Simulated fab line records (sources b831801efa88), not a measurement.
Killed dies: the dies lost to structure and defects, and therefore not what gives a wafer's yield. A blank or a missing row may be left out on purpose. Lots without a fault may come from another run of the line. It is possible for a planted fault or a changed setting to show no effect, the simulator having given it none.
fab line records ; flow sfq_line
record lots=14; wafers=42; last_day=91
route steps=325 shown JJ@180
lots untouched by any fault: they come from a run of this same line in which no faults occurred
start_h: hours from the record's first day to the start of the lot's first wafer shown ; wait_h: hours from the lot's prior step to this one ; " unchanged from the row above ; L1.1+2: a single row standing in for several wafers ; - value missing, or start not given ; * or withheld: withheld ; < > ~ a bound
route shown NAME@n: NAME is a module with steps in the file, n the number in the route of the first one ; usual: the fault-free wafers' mean and standard deviation ; same: alike in all rows ; chamber/n: place in a boat ; sites: readings site by site ; _std_site: the values' standard deviation ; _edge_site: the outer-site mean with the inner-site mean subtracted ; radius_mm: for every site, how far away it sits from the centre of the wafer ; mask NAME#n: copy n ; behind: the tool/chamber that last shaped the wafer ; hold: cause of the lot's hold/its duration in hours/its outcome ; device: which transistor (n, p or np) failed to switch ; end of line: the tests these same wafers got at the end of their route ; step lacking rows: just its recipe ; killed: at the first sort, the dies lost to defects and structure; wafer yield is something else ; map: a wafer's dies, marking killed ones x, the rest . and places with no die _
set.NAME: the setting the step ran with; set.NAME@STEP: the setting that earlier step ran with ; model.NAME: the simulator's own value behind a step, which no gauge read
route steps across a sampled set of lots; one table per step, one row per wafer
services: the hour from which a tool's chamber was out of use, counted from the record's first day as start_h (under 0 if before that day), plus the number of hours and why
## steps
# step SFQ_TRILAYER_JJ_TRILAYER_DEP_SPUTTER_110
# recipe material=Al; base_pressure_pa=1.33e-06; target_thk_nm=8; power_w=500; time_s=10; chamber_pressure_pa=0.4
# usual chamber_pressure_pa=0.4001/0.00082; throttle_valve_pct=30.2/1
lot.wafer;tool;chamber;start_h;wait_h;chamber_pressure_pa;throttle_valve_pct
L300.3;pvd_sputter-04;-;1220.61;0.0;0.3992;30.5
L300.5;pvd_sputter-04;-;1220.61;0.0;0.3987;30.5
L300.6;pvd_sputter-04;-;1220.61;0.0;0.4007;29.1
L301.1;pvd_sputter-06;-;1224.03;0.0;0.4007;29.5
L301.4;pvd_sputter-06;-;1224.03;0.0;0.4002;29.8
L301.6;pvd_sputter-06;-;1224.03;0.0;0.4013;29.7
L302.4;pvd_sputter-04;-;1225.23;0.0;0.4007;31.0
L302.5;pvd_sputter-04;-;1225.23;0.0;0.4000;29.2
L302.6;pvd_sputter-04;-;1225.23;0.0;0.4002;28.1
L304.3;pvd_sputter-04;-;1233.60;0.0;0.4004;29.1
L304.4;pvd_sputter-04;-;1233.60;0.0;0.3986;31.4
L304.6;pvd_sputter-04;-;1233.60;0.0;0.4009;29.4
L305.2;pvd_sputter-05;-;1237.20;0.0;0.4005;32.1
L305.4;pvd_sputter-05;-;1237.20;0.0;0.4008;31.9
L305.6;pvd_sputter-05;-;1237.20;0.0;0.4000;32.0
L308.2;pvd_sputter-06;-;1277.96;0.0;0.4008;29.6
L308.3;pvd_sputter-06;-;1277.96;0.0;0.4004;30.1
L308.5;pvd_sputter-06;-;1277.96;0.0;0.4008;30.8
L309.1;pvd_sputter-04;-;1281.57;0.0;0.3998;30.9
L309.2;pvd_sputter-04;-;1281.57;0.0;0.4002;27.6
L309.4;pvd_sputter-04;-;1281.57;0.0;0.3996;31.3
L310.2;pvd_sputter-06;-;1288.11;0.0;0.4007;31.0
L310.4;pvd_sputter-06;-;1288.11;0.0;0.4016;29.3
L310.6;pvd_sputter-06;-;1288.11;0.0;0.4003;31.0
L311.3;pvd_sputter-04;-;1302.70;0.0;0.3996;31.0
L311.5;pvd_sputter-04;-;1302.70;0.0;0.3996;31.4
L311.6;pvd_sputter-04;-;1302.70;0.0;0.4012;30.8
L312.1;pvd_sputter-06;-;1315.70;0.0;0.4001;30.8
L312.3;pvd_sputter-06;-;1315.70;0.0;0.3986;29.7
L312.4;pvd_sputter-06;-;1315.70;0.0;0.3989;31.0
L316.1;pvd_sputter-06;-;1343.00;0.0;0.3859;31.6
L316.4;pvd_sputter-06;-;1343.00;0.0;0.3847;31.3
L316.6;pvd_sputter-06;-;1343.00;0.0;0.3872;30.4
L317.1;pvd_sputter-04;-;1349.99;0.0;0.4007;30.7
L317.2;pvd_sputter-04;-;1349.99;0.0;0.4006;31.4
L317.4;pvd_sputter-04;-;1349.99;0.0;0.3998;28.0
L318.2;pvd_sputter-06;-;1352.39;0.0;0.3861;30.1
L318.3;pvd_sputter-06;-;1352.39;0.0;0.3854;31.4
L318.4;pvd_sputter-06;-;1352.39;0.0;0.3845;31.5
L321.1;pvd_sputter-04;-;1382.39;0.0;0.3999;29.4
L321.5;pvd_sputter-04;-;1382.39;0.0;0.4007;29.3
L321.6;pvd_sputter-04;-;1382.39;0.0;0.4003;27.8
## services
tool;chamber;start_h;hours;kind
pvd_sputter-05;-;1200.04;1.4;repair
pvd_sputter-05;-;1262.74;1.1;repair
pvd_sputter-04;-;1266.81;9.1;repair
pvd_sputter-06;-;1280.92;3.7;repair
pvd_sputter-05;-;1292.10;10.0;repair
pvd_sputter-06;-;1296.51;4.2;repair
pvd_sputter-05;-;1300.64;1.0;repair
pvd_sputter-05;-;1302.30;0.8;repair
## key
first_sign step=SFQ_TRILAYER_JJ_TRILAYER_DEP_SPUTTER_110; reading=chamber_pressure_pa; direction=down; sigmas=18; usual=0.4001; struck=0.3857
effect none on later readings
met_at SFQ_TRILAYER_JJ_TRILAYER_DEP_SPUTTER_110
struck_lots L316,L318
onset_between 1315.70 1343.00
fault kind=process_parameter_drift; tool=pvd_sputter-06; chamber=-; onset_h=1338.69; steps=SFQ_TRILAYER_JJ_TRILAYER_DEP_SPUTTER_110; channel=chamber_pressure_pa; offset=-0.014739; shape=step; end_h=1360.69; acts_in=these_recipes_only; stated=0.4
